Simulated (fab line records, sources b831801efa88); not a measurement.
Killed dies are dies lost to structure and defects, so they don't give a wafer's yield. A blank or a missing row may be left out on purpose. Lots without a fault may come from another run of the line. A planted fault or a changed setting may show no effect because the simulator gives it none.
Tool commonality check | flow gf180mcu | 13 lots, 39 wafers sampled

WHY IT WAS OPENED
At GF_VT_IMPLANT_TW_MEAS_43 the reading VT_IMPLANT_4_TW is flagged on 1 of 13 lots. Wafers without a fault read 695, standard deviation 15.
Rule: a lot is flagged when every wafer of it that has a number lies more than 4 standard deviations from that mean, or none has a number. The other lots count as sound.

lot  | measured     | on            | VT_IMPLANT_4_TW, wafer by wafer | flag
L582 | day 7 15:48  | film_metro-04 | 683 681 681                     |
L585 | day 8 08:14  | film_metro-03 | 703 709 703                     |
L586 | day 8 17:44  | film_metro-03 | 707 706 710                     |
L587 | day 8 22:13  | film_metro-03 | 705 709 708                     |
L588 | day 9 05:07  | film_metro-03 | 706 705 706                     |
L589 | day 9 17:13  | film_metro-03 | 705 704 703                     |
L590 | day 9 20:53  | film_metro-04 | 680 684 678                     |
L592 | day 10 09:00 | film_metro-01 | 688 690 693                     |
L593 | day 10 20:05 | film_metro-04 | 678 677 678                     |
L594 | day 10 23:35 | film_metro-04 | 678 679 678                     |
L595 | day 11 04:53 | film_metro-03 | 714 709 707                     |
L599 | day 12 10:07 | film_metro-04 | 30 29 29                        | FLAGGED
L602 | day 13 00:57 | film_metro-03 | 707 710 706                     |
The numbers of the flagged lots are 29 on average: -666 against the usual, or -44 standard deviations.

WHICH TOOL RAN EACH LOT
The record holds 1 process step before the reading, out of a route of 602 steps. In each cell: the tool, then ch and the chambers that the sampled wafers went through, then the start.
lot  | flag    | GF_VT_IMPLANT_EXPOSE_37
L582 |         | iline_stepper-02 ch 0, day 7 07:47
L585 |         | iline_stepper-01 ch 0, day 8 00:26
L586 |         | iline_stepper-02 ch 0, day 8 10:08
L587 |         | iline_stepper-02 ch 0, day 8 13:14
L588 |         | iline_stepper-02 ch 0, day 8 20:35
L589 |         | iline_stepper-01 ch 0, day 9 08:13
L590 |         | iline_stepper-01 ch 0, day 9 12:00
L592 |         | iline_stepper-01 ch 0, day 10 00:12
L593 |         | iline_stepper-02 ch 0, day 10 10:17
L594 |         | iline_stepper-01 ch 0, day 10 14:11
L595 |         | iline_stepper-01 ch 0, day 10 19:30
L599 | FLAGGED | iline_stepper-01 ch 0, day 12 00:35
L602 |         | iline_stepper-02 ch 0, day 12 15:18
What these steps do:
- GF_VT_IMPLANT_EXPOSE_37: exposes mask Nwell HV AREA, target cd 860 nm.
- GF_VT_IMPLANT_TW_MEAS_43

FLAGGED OVER TOTAL, TOOL BY TOOL (the gauges that took the reading come last)
step                     | tool             | lots run | flagged | share of the flagged lots | sound lots run after its first flagged lot
GF_VT_IMPLANT_EXPOSE_37  | iline_stepper-01 | 7        | 1       | all                       | 0
GF_VT_IMPLANT_EXPOSE_37  | iline_stepper-02 | 6        | 0       | none                      | -
GF_VT_IMPLANT_TW_MEAS_43 | film_metro-01    | 1        | 0       | none                      | -
GF_VT_IMPLANT_TW_MEAS_43 | film_metro-03    | 7        | 0       | none                      | -
GF_VT_IMPLANT_TW_MEAS_43 | film_metro-04    | 5        | 1       | all                       | 0

WHAT THE TABLE ALLOWS
2 rows of the table ran every flagged lot: iline_stepper-01 at GF_VT_IMPLANT_EXPOSE_37, film_metro-04 at GF_VT_IMPLANT_TW_MEAS_43.
- iline_stepper-01 at GF_VT_IMPLANT_EXPOSE_37: 1 of its 7 lots flagged. Its last sound lot is L595 (day 10 19:30), its first flagged lot L599 (day 12 00:35): a fault that began between those two fits.
- film_metro-04 at GF_VT_IMPLANT_TW_MEAS_43: 1 of its 5 lots flagged. Its last sound lot is L594 (day 10 23:35), its first flagged lot L599 (day 12 10:07): a fault that began between those two fits.
Counting lots can't tell these 2 tools apart, because each fits a fault that began at some hour. More lots, or a look at what each step does to the wafer, might.

WHAT THE SIMULATOR HAD PUT IN
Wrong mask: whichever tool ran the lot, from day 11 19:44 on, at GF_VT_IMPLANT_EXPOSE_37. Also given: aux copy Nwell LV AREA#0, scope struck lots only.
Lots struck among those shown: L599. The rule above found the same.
